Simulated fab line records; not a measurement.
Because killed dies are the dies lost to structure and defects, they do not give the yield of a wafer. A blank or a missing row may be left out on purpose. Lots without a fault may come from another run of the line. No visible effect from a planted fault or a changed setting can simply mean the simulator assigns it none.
fab line records | flow gf180mcu
record: lots: 24 | wafers: 72 | last_day: 34
route steps=602 shown CONTACT@302 M1@317 M2@367 M3@424 MIM@510 M5@534
lots that met no fault: taken from a fault-free run of the same line
start_h: start of the lot's first displayed wafer, in hours after the record's first day | wait_h: hours elapsed since this lot's preceding step | " unchanged from the row above | L1.1+2: a row that stands for several wafers | - either no value or no given start | * or withheld: withheld | < > ~ a bound
route shown NAME@n: names a module that has steps shown in the file, with the first one's number in the route | usual: average and standard deviation across the fault-free wafers | same: alike in all rows | chamber/n: place in a boat | sites: readings site by site | _std_site: standard deviation of those values | _edge_site: mean of outer sites minus mean of inner sites | radius_mm: for every site, how far away it sits from the centre of the wafer | mask NAME#n: copy n | behind: the last tool/chamber to shape the wafer | hold: what put the lot on hold/how long, in hours/how the hold closed | device: transistor that didn't switch, given as n, p or np | end of line: the route-end tests of the same wafers | a step given without rows: its recipe and nothing more | killed: dies that structure and defects cost at the first sort, which is not the same as the wafer's yield | map: a wafer's dies, marking killed ones x, the rest . and places with no die _
set.NAME: the setting as run; set.NAME@STEP: as run at that earlier step | model.NAME: the simulator's own value behind a step, which no gauge read
steps of the route over a sample of lots; a table a step, a row a wafer
services: from which hour (start_h, from the record's first day; less than 0 if before it) a tool's chamber was out of use, for how many hours, and why
== steps ==
step: GF_CONTACT_OVL_MEAS_15
usual: CONTACT_OVL: 1/4.8
lot.wafer | tool       | chamber | start_h | wait_h | CONTACT_OVL[nm]
L074.2    | overlay-01 | -       | 367.49  | 0.1    | 2
L074.3    | "          | -       | "       | "      | -2
L074.6    | "          | -       | "       | "      | -1
L075.3    | overlay-02 | -       | 373.00  | 0.1    | 0
L075.4    | "          | -       | "       | "      | 2
L075.5    | "          | -       | "       | "      | -2
L076.2    | overlay-01 | -       | 378.45  | 0.1    | -5
L076.3    | "          | -       | "       | "      | 3
L076.6    | "          | -       | "       | "      | -5
L077.1    | overlay-02 | -       | 384.93  | 0.1    | 1
L077.3    | "          | -       | "       | "      | -6
L077.6    | "          | -       | "       | "      | 2
L078.1    | overlay-01 | -       | 397.35  | 0.1    | 1
L078.3    | "          | -       | "       | "      | -3
L078.4    | "          | -       | "       | "      | -2
L079.1    | overlay-02 | -       | 406.99  | 0.1    | 0
L079.3    | "          | -       | "       | "      | -2
L079.6    | "          | -       | "       | "      | -3
L081.2    | overlay-02 | -       | 426.51  | 0.1    | 1
L081.3    | "          | -       | "       | "      | -1
L081.6    | "          | -       | "       | "      | 5
L080.1    | overlay-02 | -       | 431.25  | 0.1    | 0
L080.3    | "          | -       | "       | "      | 3
L080.6    | "          | -       | "       | "      | 1
L082.1    | overlay-01 | -       | 435.13  | 0.1    | 6
L082.3    | "          | -       | "       | "      | 2
L082.4    | "          | -       | "       | "      | 7
L083.4    | overlay-02 | -       | 436.66  | 0.1    | 1
L083.5    | "          | -       | "       | "      | 9
L083.6    | "          | -       | "       | "      | 6
L084.1    | overlay-02 | -       | 451.55  | 0.1    | 8
L084.2    | "          | -       | "       | "      | -4
L084.3    | "          | -       | "       | "      | 9
L085.3    | overlay-01 | -       | 461.00  | 0.1    | 12
L085.4    | "          | -       | "       | "      | 7
L085.6    | "          | -       | "       | "      | 1
L086.2    | overlay-02 | -       | 464.95  | 0.1    | 10
L086.5    | "          | -       | "       | "      | 10
L086.6    | "          | -       | "       | "      | 7
L087.1    | overlay-01 | -       | 480.55  | 0.1    | -5
L087.3    | "          | -       | "       | "      | -5
L087.4    | "          | -       | "       | "      | -7
L088.2    | overlay-01 | -       | 490.45  | 0.1    | -10
L088.4    | "          | -       | "       | "      | -4
L088.6    | "          | -       | "       | "      | 1
L089.3    | overlay-02 | -       | 495.44  | 0.1    | -1
L089.4    | "          | -       | "       | "      | -3
L089.6    | "          | -       | "       | "      | -4
L090.1    | overlay-01 | -       | 500.99  | 0.1    | 11
L090.5    | "          | -       | "       | "      | -1
L090.6    | "          | -       | "       | "      | 7
L091.1    | overlay-01 | -       | 510.94  | 0.1    | 8
L091.3    | "          | -       | "       | "      | 5
L091.4    | "          | -       | "       | "      | 3
L092.1    | overlay-01 | -       | 517.54  | 0.1    | 2
L092.2    | "          | -       | "       | "      | -2
L092.4    | "          | -       | "       | "      | -5
L093.1    | overlay-02 | -       | 529.09  | 0.1    | 3
L093.3    | "          | -       | "       | "      | 1
L093.6    | "          | -       | "       | "      | -1
L094.3    | overlay-01 | -       | 537.26  | 0.1    | 3
L094.4    | "          | -       | "       | "      | 2
L094.6    | "          | -       | "       | "      | 3
L095.1    | overlay-02 | -       | 545.78  | 0.1    | -2
L095.3    | "          | -       | "       | "      | -5
L095.6    | "          | -       | "       | "      | -2
L096.2    | overlay-02 | -       | 556.60  | 0.1    | 1
L096.3    | "          | -       | "       | "      | 3
L096.4    | "          | -       | "       | "      | 4
L097.3    | overlay-01 | -       | 557.69  | 0.1    | 5
L097.4    | "          | -       | "       | "      | 2
L097.5    | "          | -       | "       | "      | 7
step: GF_M1_SPUTTER_02
recipe: material: AlCu | target_thk_nm: 450 | power_w: 10600 | time_s: 23.9 | chamber_pressure_pa: 0.4
usual: throttle_valve_pct: 30.0/0.94
lot.wafer | tool           | chamber | start_h | wait_h | throttle_valve_pct
L074.2    | pvd_sputter-01 | -       | 368.80  | 0.0    | 30.1
L074.3    | "              | -       | "       | "      | 30.1
L074.6    | "              | -       | "       | "      | 30.3
L075.3    | pvd_sputter-02 | -       | 374.30  | 0.0    | 28.5
L075.4    | "              | -       | "       | "      | 30.5
L075.5    | "              | -       | "       | "      | 29.4
L076.2    | pvd_sputter-01 | -       | 379.91  | 0.0    | 31.8
L076.3    | "              | -       | "       | "      | 29.8
L076.6    | "              | -       | "       | "      | 31.7
L077.1    | pvd_sputter-02 | -       | 386.24  | 0.0    | 31.3
L077.3    | "              | -       | "       | "      | 29.2
L077.6    | "              | -       | "       | "      | 31.5
L078.1    | pvd_sputter-01 | -       | 398.89  | 0.0    | 31.8
L078.3    | "              | -       | "       | "      | 30.0
L078.4    | "              | -       | "       | "      | 30.1
L079.1    | pvd_sputter-01 | -       | 408.39  | 0.0    | 31.6
L079.3    | "              | -       | "       | "      | 30.2
L079.6    | "              | -       | "       | "      | 31.5
L081.2    | pvd_sputter-02 | -       | 428.01  | 0.0    | 28.1
L081.3    | "              | -       | "       | "      | 30.6
L081.6    | "              | -       | "       | "      | 30.7
L080.1    | pvd_sputter-02 | -       | 432.56  | 0.0    | 29.4
L080.3    | "              | -       | "       | "      | 30.6
L080.6    | "              | -       | "       | "      | 28.7
L082.1    | pvd_sputter-02 | -       | 436.56  | 0.0    | 30.6
L082.3    | "              | -       | "       | "      | 28.3
L082.4    | "              | -       | "       | "      | 31.2
L083.4    | pvd_sputter-01 | -       | 438.06  | 0.0    | 30.1
L083.5    | "              | -       | "       | "      | 30.0
L083.6    | "              | -       | "       | "      | 30.4
L084.1    | pvd_sputter-01 | -       | 452.97  | 0.0    | 30.5
L084.2    | "              | -       | "       | "      | 29.8
L084.3    | "              | -       | "       | "      | 29.8
L085.3    | pvd_sputter-01 | -       | 462.32  | 0.0    | 30.3
L085.4    | "              | -       | "       | "      | 31.6
L085.6    | "              | -       | "       | "      | 30.2
L086.2    | pvd_sputter-04 | -       | 466.27  | 0.0    | 29.5
L086.5    | "              | -       | "       | "      | 29.5
L086.6    | "              | -       | "       | "      | 29.0
L087.1    | pvd_sputter-01 | -       | 481.86  | 0.0    | 29.9
L087.3    | "              | -       | "       | "      | 30.2
L087.4    | "              | -       | "       | "      | 31.6
L088.2    | pvd_sputter-04 | -       | 491.85  | 0.0    | 29.7
L088.4    | "              | -       | "       | "      | 29.3
L088.6    | "              | -       | "       | "      | 29.5
L089.3    | pvd_sputter-04 | -       | 496.84  | 0.0    | 29.5
L089.4    | "              | -       | "       | "      | 29.4
L089.6    | "              | -       | "       | "      | 29.3
L090.1    | pvd_sputter-04 | -       | 502.30  | 0.0    | 29.7
L090.5    | "              | -       | "       | "      | 28.8
L090.6    | "              | -       | "       | "      | 29.5
L091.1    | pvd_sputter-04 | -       | 512.26  | 0.0    | 29.1
L091.3    | "              | -       | "       | "      | 29.2
L091.4    | "              | -       | "       | "      | 29.4
L092.1    | pvd_sputter-01 | -       | 518.85  | 0.0    | 30.2
L092.2    | "              | -       | "       | "      | 31.5
L092.4    | "              | -       | "       | "      | 30.0
L093.1    | pvd_sputter-02 | -       | 530.41  | 0.0    | 29.3
L093.3    | "              | -       | "       | "      | 28.7
L093.6    | "              | -       | "       | "      | 28.4
L094.3    | pvd_sputter-02 | -       | 538.55  | 0.0    | 31.2
L094.4    | "              | -       | "       | "      | 28.8
L094.6    | "              | -       | "       | "      | 29.3
L095.1    | pvd_sputter-02 | -       | 547.10  | 0.0    | 31.5
L095.3    | "              | -       | "       | "      | 29.4
L095.6    | "              | -       | "       | "      | 31.5
L096.2    | pvd_sputter-04 | -       | 557.99  | 0.0    | 28.9
L096.3    | "              | -       | "       | "      | 29.3
L096.4    | "              | -       | "       | "      | 29.4
L097.3    | pvd_sputter-02 | -       | 559.00  | 0.0    | 30.6
L097.4    | "              | -       | "       | "      | 28.3
L097.5    | "              | -       | "       | "      | 28.2
step: GF_M2_RS_MEAS_05
recipe: thk_meas_gauge: four-point-probe | reads: TiN_of_M2_SPUTTER_04+Ti_of_M2_SPUTTER_03+AlCu_of_M2_SPUTTER_02+TiN_of_M2_SPUTTER_01+Ti_of_M2_SPUTTER_00
usual: M2_ALCU_RS: 0.0696/0.00086
lot.wafer | tool          | chamber | start_h | wait_h | M2_ALCU_RS[ohm/sq]
L074.2    | film_metro-02 | -       | 418.01  | 0.0    | 0.0679
L074.3    | "             | -       | "       | "      | 0.0684
L074.6    | "             | -       | "       | "      | 0.0685
L075.3    | film_metro-02 | -       | 425.51  | 0.1    | 0.0689
L075.4    | "             | -       | "       | "      | 0.0695
L075.5    | "             | -       | "       | "      | 0.0690
L076.2    | film_metro-01 | -       | 430.56  | 0.0    | 0.0698
L076.3    | "             | -       | "       | "      | 0.0692
L076.6    | "             | -       | "       | "      | 0.0692
L077.1    | film_metro-02 | -       | 438.68  | 0.0    | 0.0710
L077.3    | "             | -       | "       | "      | 0.0701
L077.6    | "             | -       | "       | "      | 0.0709
L078.1    | film_metro-02 | -       | 450.94  | 0.0    | 0.0706
L078.3    | "             | -       | "       | "      | 0.0703
L078.4    | "             | -       | "       | "      | 0.0707
L079.1    | film_metro-03 | -       | 460.67  | 0.0    | 0.0693
L079.3    | "             | -       | "       | "      | 0.0688
L079.6    | "             | -       | "       | "      | 0.0692
L081.2    | film_metro-01 | -       | 479.91  | 0.0    | 0.0707
L081.3    | "             | -       | "       | "      | 0.0704
L081.6    | "             | -       | "       | "      | 0.0710
L080.1    | film_metro-03 | -       | 485.08  | 0.0    | 0.0689
L080.3    | "             | -       | "       | "      | 0.0692
L080.6    | "             | -       | "       | "      | 0.0693
L082.1    | film_metro-03 | -       | 489.39  | 0.0    | 0.0685
L082.3    | "             | -       | "       | "      | 0.0682
L082.4    | "             | -       | "       | "      | 0.0682
L083.4    | film_metro-02 | -       | 489.76  | 0.1    | 0.0697
L083.5    | "             | -       | "       | "      | 0.0696
L083.6    | "             | -       | "       | "      | 0.0698
L084.1    | film_metro-02 | -       | 504.13  | 0.0    | 0.0710
L084.2    | "             | -       | "       | "      | 0.0703
L084.3    | "             | -       | "       | "      | 0.0704
L085.3    | film_metro-02 | -       | 513.90  | 0.1    | 0.0695
L085.4    | "             | -       | "       | "      | 0.0687
L085.6    | "             | -       | "       | "      | 0.0689
L086.2    | film_metro-03 | -       | 516.57  | 0.0    | 0.0693
L086.5    | "             | -       | "       | "      | 0.0692
L086.6    | "             | -       | "       | "      | 0.0695
L087.1    | film_metro-03 | -       | 532.24  | 0.0    | 0.0698
L087.3    | "             | -       | "       | "      | 0.0699
L087.4    | "             | -       | "       | "      | 0.0696
L088.2    | film_metro-02 | -       | 541.12  | 0.0    | 0.0692
L088.4    | "             | -       | "       | "      | 0.0686
L088.6    | "             | -       | "       | "      | 0.0685
L089.3    | film_metro-03 | -       | 546.36  | 0.1    | 0.0690
L089.4    | "             | -       | "       | "      | 0.0691
L089.6    | "             | -       | "       | "      | 0.0694
L090.1    | film_metro-02 | -       | 550.85  | 0.0    | 0.0710
L090.5    | "             | -       | "       | "      | 0.0707
L090.6    | "             | -       | "       | "      | 0.0712
L091.1    | film_metro-02 | -       | 561.77  | 0.0    | 0.0693
L091.3    | "             | -       | "       | "      | 0.0696
L091.4    | "             | -       | "       | "      | 0.0689
L092.1    | film_metro-01 | -       | 567.86  | 0.0    | 0.0703
L092.2    | "             | -       | "       | "      | 0.0709
L092.4    | "             | -       | "       | "      | 0.0709
L093.1    | film_metro-01 | -       | 579.70  | 0.0    | 0.0698
L093.3    | "             | -       | "       | "      | 0.0707
L093.6    | "             | -       | "       | "      | 0.0700
L094.3    | film_metro-02 | -       | 598.87  | 0.1    | 0.0688
L094.4    | "             | -       | "       | "      | 0.0688
L094.6    | "             | -       | "       | "      | 0.0685
L095.1    | film_metro-01 | -       | 601.94  | 0.0    | 0.0701
L095.3    | "             | -       | "       | "      | 0.0708
L095.6    | "             | -       | "       | "      | 0.0709
L096.2    | film_metro-01 | -       | 608.53  | 0.0    | 0.0695
L096.3    | "             | -       | "       | "      | 0.0688
L096.4    | "             | -       | "       | "      | 0.0694
L097.3    | film_metro-02 | -       | 611.00  | 0.1    | 0.0687
L097.4    | "             | -       | "       | "      | 0.0688
L097.5    | "             | -       | "       | "      | 0.0684
step: GF_M3_OVL_MEAS_15
usual: M3_OVL: -1/5.2
lot.wafer | tool       | chamber | start_h | wait_h | M3_OVL[nm]
L074.2    | overlay-01 | -       | 492.96  | 0.1    | 0
L074.3    | "          | -       | "       | "      | -11
L074.6    | "          | -       | "       | "      | -7
L075.3    | overlay-02 | -       | 501.11  | 0.1    | -10
L075.4    | "          | -       | "       | "      | -2
L075.5    | "          | -       | "       | "      | -2
L076.2    | overlay-02 | -       | 506.90  | 0.1    | 1
L076.3    | "          | -       | "       | "      | -3
L076.6    | "          | -       | "       | "      | 14
L077.1    | overlay-01 | -       | 513.30  | 0.1    | -5
L077.3    | "          | -       | "       | "      | -12
L077.6    | "          | -       | "       | "      | -1
L078.1    | overlay-01 | -       | 524.89  | 0.1    | -6
L078.3    | "          | -       | "       | "      | -6
L078.4    | "          | -       | "       | "      | -2
L079.1    | overlay-02 | -       | 538.30  | 0.1    | -5
L079.3    | "          | -       | "       | "      | -5
L079.6    | "          | -       | "       | "      | 1
L081.2    | overlay-01 | -       | 552.06  | 0.1    | 2
L081.3    | "          | -       | "       | "      | 2
L081.6    | "          | -       | "       | "      | 1
L080.1    | overlay-02 | -       | 558.10  | 0.1    | 2
L080.3    | "          | -       | "       | "      | -10
L080.6    | "          | -       | "       | "      | -3
L082.1    | overlay-01 | -       | 561.55  | 0.1    | -8
L082.3    | "          | -       | "       | "      | -6
L082.4    | "          | -       | "       | "      | -4
L083.4    | overlay-02 | -       | 561.76  | 0.1    | 3
L083.5    | "          | -       | "       | "      | -4
L083.6    | "          | -       | "       | "      | 2
L084.1    | overlay-02 | -       | 574.75  | 0.1    | -4
L084.2    | "          | -       | "       | "      | 0
L084.3    | "          | -       | "       | "      | -11
L085.3    | overlay-02 | -       | 596.83  | 0.1    | 0
L085.4    | "          | -       | "       | "      | -4
L085.6    | "          | -       | "       | "      | 1
L086.2    | overlay-01 | -       | 598.14  | 0.1    | 1
L086.5    | "          | -       | "       | "      | 6
L086.6    | "          | -       | "       | "      | 3
L087.1    | overlay-01 | -       | 602.58  | 0.1    | 3
L087.3    | "          | -       | "       | "      | -2
L087.4    | "          | -       | "       | "      | -5
L088.2    | overlay-02 | -       | 619.11  | 0.1    | 20
L088.4    | "          | -       | "       | "      | 7
L088.6    | "          | -       | "       | "      | 5
L089.3    | overlay-02 | -       | 620.42  | 0.1    | 5
L089.4    | "          | -       | "       | "      | 5
L089.6    | "          | -       | "       | "      | 3
L090.1    | overlay-01 | -       | 622.09  | 0.1    | -5
L090.5    | "          | -       | "       | "      | -1
L090.6    | "          | -       | "       | "      | -5
L091.1    | overlay-02 | -       | 633.90  | 0.1    | -6
L091.3    | "          | -       | "       | "      | 0
L091.4    | "          | -       | "       | "      | -9
L092.1    | overlay-02 | -       | 640.65  | 0.1    | -3
L092.2    | "          | -       | "       | "      | 0
L092.4    | "          | -       | "       | "      | 2
L093.1    | overlay-02 | -       | 645.95  | 0.1    | -3
L093.3    | "          | -       | "       | "      | 1
L093.6    | "          | -       | "       | "      | -9
L094.3    | overlay-02 | -       | 657.11  | 0.1    | -5
L094.4    | "          | -       | "       | "      | 3
L094.6    | "          | -       | "       | "      | 0
L095.1    | overlay-01 | -       | 663.25  | 0.1    | -8
L095.3    | "          | -       | "       | "      | -6
L095.6    | "          | -       | "       | "      | -4
L096.2    | overlay-01 | -       | 671.21  | 0.1    | 2
L096.3    | "          | -       | "       | "      | 10
L096.4    | "          | -       | "       | "      | 1
L097.3    | overlay-01 | -       | 672.55  | 0.1    | 13
L097.4    | "          | -       | "       | "      | -1
L097.5    | "          | -       | "       | "      | 7
step: GF_MIM_SPUTTER_07
recipe: material: TiN | target_thk_nm: 60 | power_w: 6500 | time_s: 50 | chamber_pressure_pa: 0.4
usual: throttle_valve_pct: 29.8/0.96
lot.wafer | tool           | chamber | start_h | wait_h | throttle_valve_pct
L074.2    | pvd_sputter-02 | -       | 569.28  | 0.0    | 30.3
L074.3    | "              | -       | "       | "      | 28.5
L074.6    | "              | -       | "       | "      | 28.1
L075.3    | pvd_sputter-04 | -       | 575.73  | 0.0    | 29.3
L075.4    | "              | -       | "       | "      | 29.0
L075.5    | "              | -       | "       | "      | 29.2
L076.2    | pvd_sputter-02 | -       | 597.31  | 0.0    | 30.6
L076.3    | "              | -       | "       | "      | 29.4
L076.6    | "              | -       | "       | "      | 30.7
L077.1    | pvd_sputter-04 | -       | 598.80  | 0.1    | 29.4
L077.3    | "              | -       | "       | "      | 29.4
L077.6    | "              | -       | "       | "      | 29.2
L078.1    | pvd_sputter-01 | -       | 603.03  | 0.1    | 29.9
L078.3    | "              | -       | "       | "      | 30.3
L078.4    | "              | -       | "       | "      | 29.9
L079.1    | pvd_sputter-01 | -       | 617.06  | 0.1    | 31.9
L079.3    | "              | -       | "       | "      | 30.0
L079.6    | "              | -       | "       | "      | 31.5
L081.2    | pvd_sputter-01 | -       | 625.40  | 0.0    | 29.9
L081.3    | "              | -       | "       | "      | 31.7
L081.6    | "              | -       | "       | "      | 29.9
L080.1    | pvd_sputter-02 | -       | 634.23  | 0.1    | 29.1
L080.3    | "              | -       | "       | "      | 31.0
L080.6    | "              | -       | "       | "      | 31.5
L082.1    | pvd_sputter-02 | -       | 638.09  | 0.1    | 28.2
L082.3    | "              | -       | "       | "      | 29.2
L082.4    | "              | -       | "       | "      | 30.3
L083.4    | pvd_sputter-01 | -       | 639.70  | 0.0    | 31.5
L083.5    | "              | -       | "       | "      | 30.4
L083.6    | "              | -       | "       | "      | 31.7
L084.1    | pvd_sputter-04 | -       | 646.50  | 0.1    | 29.6
L084.2    | "              | -       | "       | "      | 29.5
L084.3    | "              | -       | "       | "      | 29.6
L085.3    | pvd_sputter-01 | -       | 658.01  | 0.0    | 30.0
L085.4    | "              | -       | "       | "      | 32.0
L085.6    | "              | -       | "       | "      | 29.7
L086.2    | pvd_sputter-02 | -       | 662.48  | 0.0    | 30.7
L086.5    | "              | -       | "       | "      | 29.3
L086.6    | "              | -       | "       | "      | 30.7
L087.1    | pvd_sputter-02 | -       | 668.49  | 0.1    | 29.2
L087.3    | "              | -       | "       | "      | 28.3
L087.4    | "              | -       | "       | "      | 30.5
L088.2    | pvd_sputter-02 | -       | 683.43  | 0.0    | 28.3
L088.4    | "              | -       | "       | "      | 31.3
L088.6    | "              | -       | "       | "      | 30.7
L089.3    | pvd_sputter-02 | -       | 687.09  | 0.0    | 31.4
L089.4    | "              | -       | "       | "      | 28.6
L089.6    | "              | -       | "       | "      | 29.0
L090.1    | pvd_sputter-04 | -       | 688.57  | 0.1    | 28.8
L090.5    | "              | -       | "       | "      | 29.4
L090.6    | "              | -       | "       | "      | 29.5
L091.1    | pvd_sputter-01 | -       | 697.19  | 0.1    | 30.0
L091.3    | "              | -       | "       | "      | 31.7
L091.4    | "              | -       | "       | "      | 29.7
L092.1    | pvd_sputter-01 | -       | 703.74  | 0.1    | 30.3
L092.2    | "              | -       | "       | "      | 30.1
L092.4    | "              | -       | "       | "      | 31.6
L093.1    | pvd_sputter-02 | -       | 708.79  | 0.1    | 28.4
L093.3    | "              | -       | "       | "      | 29.2
L093.6    | "              | -       | "       | "      | 28.3
L094.3    | pvd_sputter-01 | -       | 718.83  | 0.0    | 31.6
L094.4    | "              | -       | "       | "      | 31.7
L094.6    | "              | -       | "       | "      | 30.3
L095.1    | pvd_sputter-04 | -       | 726.38  | 0.1    | 28.9
L095.3    | "              | -       | "       | "      | 29.4
L095.6    | "              | -       | "       | "      | 29.6
L096.2    | pvd_sputter-04 | -       | 733.45  | 0.0    | 29.5
L096.3    | "              | -       | "       | "      | 29.0
L096.4    | "              | -       | "       | "      | 29.2
L097.3    | pvd_sputter-04 | -       | 734.64  | 0.0    | 29.2
L097.4    | "              | -       | "       | "      | 29.1
L097.5    | "              | -       | "       | "      | 29.4
step: GF_M5_OVL_MEAS_08
usual: M5_OVL: -3/5.6
lot.wafer | tool       | chamber | start_h | wait_h | M5_OVL[nm]
L074.2    | overlay-02 | -       | 603.23  | 0.1    | 1
L074.3    | "          | -       | "       | "      | -5
L074.6    | "          | -       | "       | "      | 0
L075.3    | overlay-02 | -       | 603.65  | 0.1    | -11
L075.4    | "          | -       | "       | "      | -5
L075.5    | "          | -       | "       | "      | -13
L076.2    | overlay-02 | -       | 630.06  | 0.1    | -6
L076.3    | "          | -       | "       | "      | 1
L076.6    | "          | -       | "       | "      | -5
L077.1    | overlay-01 | -       | 635.55  | 0.1    | -5
L077.3    | "          | -       | "       | "      | -7
L077.6    | "          | -       | "       | "      | -1
L078.1    | overlay-02 | -       | 643.50  | 0.1    | -4
L078.3    | "          | -       | "       | "      | 12
L078.4    | "          | -       | "       | "      | -1
L079.1    | overlay-01 | -       | 657.90  | 0.1    | 0
L079.3    | "          | -       | "       | "      | 1
L079.6    | "          | -       | "       | "      | -12
L081.2    | overlay-02 | -       | 665.86  | 0.1    | -8
L081.3    | "          | -       | "       | "      | 4
L081.6    | "          | -       | "       | "      | -2
L080.1    | overlay-02 | -       | 673.65  | 0.1    | -2
L080.3    | "          | -       | "       | "      | 6
L080.6    | "          | -       | "       | "      | -2
L082.1    | overlay-02 | -       | 678.35  | 0.1    | -5
L082.3    | "          | -       | "       | "      | -9
L082.4    | "          | -       | "       | "      | 2
L083.4    | overlay-02 | -       | 679.26  | 0.1    | -4
L083.5    | "          | -       | "       | "      | -13
L083.6    | "          | -       | "       | "      | -4
L084.1    | overlay-02 | -       | 685.98  | 0.1    | 7
L084.2    | "          | -       | "       | "      | -9
L084.3    | "          | -       | "       | "      | 4
L085.3    | overlay-01 | -       | 695.20  | 0.1    | -2
L085.4    | "          | -       | "       | "      | -8
L085.6    | "          | -       | "       | "      | -12
L086.2    | overlay-02 | -       | 700.26  | 0.1    | -2
L086.5    | "          | -       | "       | "      | -12
L086.6    | "          | -       | "       | "      | 1
L087.1    | overlay-02 | -       | 706.44  | 0.1    | -11
L087.3    | "          | -       | "       | "      | -14
L087.4    | "          | -       | "       | "      | 2
L088.2    | overlay-02 | -       | 720.83  | 0.1    | -1
L088.4    | "          | -       | "       | "      | -3
L088.6    | "          | -       | "       | "      | 7
L089.3    | overlay-01 | -       | 724.12  | 0.1    | -6
L089.4    | "          | -       | "       | "      | -6
L089.6    | "          | -       | "       | "      | -1
L090.1    | overlay-02 | -       | 725.53  | 0.1    | -4
L090.5    | "          | -       | "       | "      | 1
L090.6    | "          | -       | "       | "      | -1
L091.1    | overlay-02 | -       | 733.65  | 0.1    | -3
L091.3    | "          | -       | "       | "      | 6
L091.4    | "          | -       | "       | "      | -3
L092.1    | overlay-02 | -       | 740.83  | 0.1    | 1
L092.2    | "          | -       | "       | "      | -1
L092.4    | "          | -       | "       | "      | -4
L093.1    | overlay-02 | -       | 745.20  | 0.1    | -2
L093.3    | "          | -       | "       | "      | -5
L093.6    | "          | -       | "       | "      | 4
L094.3    | overlay-01 | -       | 752.86  | 0.1    | 0
L094.4    | "          | -       | "       | "      | 7
L094.6    | "          | -       | "       | "      | 0
L095.1    | overlay-02 | -       | 761.20  | 0.1    | -5
L095.3    | "          | -       | "       | "      | -11
L095.6    | "          | -       | "       | "      | 5
L096.2    | overlay-01 | -       | 768.18  | 0.1    | -10
L096.3    | "          | -       | "       | "      | -4
L096.4    | "          | -       | "       | "      | 1
L097.3    | overlay-01 | -       | 768.54  | 0.1    | -16
L097.4    | "          | -       | "       | "      | -3
L097.5    | "          | -       | "       | "      | -12
== services ==
tool           | chamber | start_h | hours | kind
pvd_sputter-01 | 3       | 372.11  | -     | consumable_replace:kit
pvd_sputter-01 | 3       | 372.11  | 18.0  | scheduled_down
pvd_sputter-01 | 3       | 372.11  | 18.0  | vent_cycle
pvd_sputter-02 | 0       | 489.70  | -     | consumable_replace:kit
pvd_sputter-02 | 0       | 489.70  | 18.0  | scheduled_down
pvd_sputter-02 | 0       | 489.70  | 18.0  | vent_cycle
pvd_sputter-02 | -       | 508.38  | 1.9   | repair
pvd_sputter-04 | -       | 528.02  | 3.0   | repair
pvd_sputter-01 | 2       | 579.99  | -     | consumable_replace:kit
pvd_sputter-01 | 2       | 579.99  | 18.0  | scheduled_down
pvd_sputter-01 | 2       | 579.99  | 18.0  | vent_cycle
pvd_sputter-04 | -       | 600.02  | 10.3  | repair
pvd_sputter-01 | -       | 649.69  | 4.1   | repair
pvd_sputter-02 | 3       | 653.78  | -     | consumable_replace:kit
pvd_sputter-02 | 3       | 653.78  | 18.0  | scheduled_down
pvd_sputter-02 | 3       | 653.78  | 18.0  | vent_cycle
pvd_sputter-04 | 3       | 703.65  | -     | consumable_replace:kit
pvd_sputter-04 | 3       | 703.65  | 18.0  | scheduled_down
pvd_sputter-04 | 3       | 703.65  | 18.0  | vent_cycle
pvd_sputter-01 | 1       | 707.98  | -     | consumable_replace:kit
pvd_sputter-01 | 1       | 707.98  | 18.0  | scheduled_down
pvd_sputter-01 | 1       | 707.98  | 18.0  | vent_cycle
pvd_sputter-02 | -       | 713.70  | 7.1   | repair
== key ==
fault none
